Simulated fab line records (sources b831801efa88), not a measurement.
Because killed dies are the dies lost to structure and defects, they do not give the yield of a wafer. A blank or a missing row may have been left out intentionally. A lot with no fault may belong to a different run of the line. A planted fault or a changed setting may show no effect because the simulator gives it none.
Struck lot and sound lot, side by side / flow sky130 / 15 out of 708 route steps
Sound: these wafers, L653.1, L653.3, L653.5. Struck: wafers L668.3, L668.4. (L668.5 of the same lot was not struck and is left out.) The cause comes at the end.
Each step with rows lists, per side, the tool, then ch with its chambers, then its first start. Under that, the readings that differ: sound wafers / struck wafers / difference of the means / sigmas: that difference in standard deviations of wafers without a fault.
alike: words and numbers the same on both sides, and readings whose means are apart by under 2 such deviations; not compared: readings that were withheld, readings missing a value for some wafer, numbers with overlapping values and no deviation given by the record, and bounds like >300 which may hide the same value.
The two part at a step that has a row with sigmas, a row that says differs or no value, or rows on one side only. When numbers do not overlap yet have no deviation, they are printed without sigmas and do not part them. Lack of a reading on every wafer of one side parts them only where that side has two or more wafers.

first, 3 steps without rows for these wafers: SKY_METAL2_EXPOSE_12 (exposes mask MM2, target cd 140 nm); SKY_METAL2_PEB_13; SKY_METAL2_DEVELOP_14 (develop time 60 s).
SKY_METAL2_CD_MEAS_15: the cd target is 140 nm.
  sound: cd sem-01 at day 36 23:24; struck: cd sem-01 at day 41 09:55
  alike: cd nm
SKY_METAL2_OVL_MEAS_16:
  sound: overlay-02 at day 36 23:31; struck: overlay-01 at day 41 10:00
  alike: METAL2_OVL
SKY_METAL2_DESCUM_17: chemistry O2, time 8 s.
  sound on rie metal-02 ch 1, day 36 23:33; struck on rie metal-01 ch 0,1, day 41 10:02
  alike: drypump motor current A, oes product au
  not compared: rf hours counter h
SKY_METAL2_ETCH_18: etches BARC in N2/H2, stops on SiO2, time 45.9 s, target depth 60 nm.
  sound on rie metal-02 ch 1, day 36 23:37; struck on rie metal-01 ch 0,1, day 41 10:05
  alike: drypump motor current A, oes product au, throttle valve pct
  not compared: rf hours counter h
SKY_METAL2_METAL_ETCH_19: etches the open film in Cl2/BCl3, stops on SiO2, target depth 360 nm, time 78 s.
  sound on rie metal-02 ch 1, day 36 23:44; struck on rie metal-01 ch 0,1, day 41 10:09
reading=oes product au (a.u.); sound=0.856 0.856 0.851; struck=0.868 0.863; difference=+0.011; sigmas=+2
  alike: drypump motor current A, throttle valve pct
  not compared: rf hours counter h
SKY_METAL2_STRIP_20: strips in O2/N2.
  sound on plasma asher-03 ch 0,1, day 36 23:55; struck on plasma asher-02 ch 0,1, day 41 10:15
reading=strip time to endpoint s (s); sound=2.657 2.697 2.673; struck=2.740 2.716; difference=+0.052; sigmas=+2
  alike: drypump motor current A, oes product au
  not compared: rf hours counter h
then, 3 steps without rows for these wafers: SKY_METAL2_STRIP_21 (strips in post etch residue remover, time 1200 s); SKY_METAL2_CLEAN_22 (cleans in IPA, time 180 s); SKY_METAL2_CLEAN_23 (cleans in O3/DIW).
SKY_VIA2_HDPCVD_00: deposits SiO2, target thk 1180 nm, time 196.7 s.
  sound on hdpcvd-01 ch 1,2, day 37 00:31; struck on hdpcvd-02 ch 0,1, day 41 10:48
reading=model.SiO2_of_VIA2_HDPCVD_00.thk nm (nm); sound=1195 1205 1186; struck=2176 2170; difference=+978; sigmas=
  alike: sih4 flow sccm
SKY_VIA2_THK_MEAS_01:
  sound: film metro-03 at day 37 00:39; struck: film metro-04 at day 41 10:57
reading=VIA2_HDPCVD_THK (nm); sound=1196 1206 1187; struck=2176 2171; difference=+977; sigmas=+81
SKY_VIA2_CMP_02: polishes SiO2.
  sound on cmp-02 ch 1,2,3, day 37 00:43; struck on cmp-02 ch 2,3, day 41 10:59
  alike: motor current A

WHERE THEY PART
Last at SKY_VIA2_THK_MEAS_01 as far as this record goes, first at SKY_METAL2_METAL_ETCH_19. Later steps at which nothing parts them and some readings are alike: SKY_VIA2_CMP_02.

WHY: what had been put in by the simulator
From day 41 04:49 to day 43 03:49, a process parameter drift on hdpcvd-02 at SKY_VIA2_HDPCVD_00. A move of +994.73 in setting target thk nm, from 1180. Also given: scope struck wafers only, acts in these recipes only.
